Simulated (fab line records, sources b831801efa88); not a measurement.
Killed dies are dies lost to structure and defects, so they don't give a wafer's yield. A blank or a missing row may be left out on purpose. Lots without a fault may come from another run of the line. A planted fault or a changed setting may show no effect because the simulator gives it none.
Chamber matching | flow sky130 | SKY_VIA1_ETCH_15 on rie_diel-03: 4 sister chambers
The step etches SiO2 in C4F8/O2/Ar, stops on TiN, target depth 351 nm, time 54 s. 8 wafers are shown with their chamber, then 10 later ones without.

WAFERS WITH THEIR CHAMBER
wafer  | chamber | oes_product_au (a.u.)
L080.1 | 3       | 0.977
L080.3 | 1       | 0.979
L080.5 | 3       | 0.970
L080.6 | 0       | 0.987
L088.2 | 0       | 0.976
L088.5 | 2       | 0.979
L089.1 | 1       | 0.988
L089.3 | 2       | 0.990

WAFERS WITHOUT THEIR CHAMBER
wafer  | oes_product_au (a.u.)
L089.6 | 0.988
L091.1 | 0.971
L091.2 | 0.982
L091.4 | 0.978
L092.2 | 0.985
L092.3 | 0.986
L092.4 | 0.983
L095.1 | 0.982
L095.5 | 0.985
L095.6 | 0.979

WHICH CHAMBER EACH WENT THROUGH
wafer  | from the rows above               | in truth
L089.6 | can't be placed: 2 or 1 or 0 or 3 | 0
L091.1 | can't be placed: 3 or 0 or 1 or 2 | 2
L091.2 | can't be placed: 0 or 1 or 2 or 3 | 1
L091.4 | can't be placed: 0 or 3 or 1 or 2 | 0
L092.2 | can't be placed: 2 or 1 or 0 or 3 | 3
L092.3 | can't be placed: 2 or 1 or 0 or 3 | 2
L092.4 | can't be placed: 1 or 0 or 2 or 3 | 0
L095.1 | can't be placed: 0 or 1 or 2 or 3 | 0
L095.5 | can't be placed: 2 or 1 or 0 or 3 | 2
L095.6 | can't be placed: 0 or 1 or 2 or 3 | 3
Placed correctly: 0 of 10. Can't be placed from these rows: 10 (the true chamber is among the candidates in 10). Placed wrongly: 0.
How it was worked out, from the rows above alone: a wafer's distance from a chamber is the root of the sum, over the readings, of the square of ((its reading less the chamber's mean) divided by the reading's scatter). The wafer belongs to the nearest chamber; if the next one is less than 2 further off, it can't be placed. A chamber's mean is the mean of its shown wafers. The scatter: the root of (the sum of the squares of (reading less its chamber's mean) over the shown wafers, divided by (wafers less chambers)).
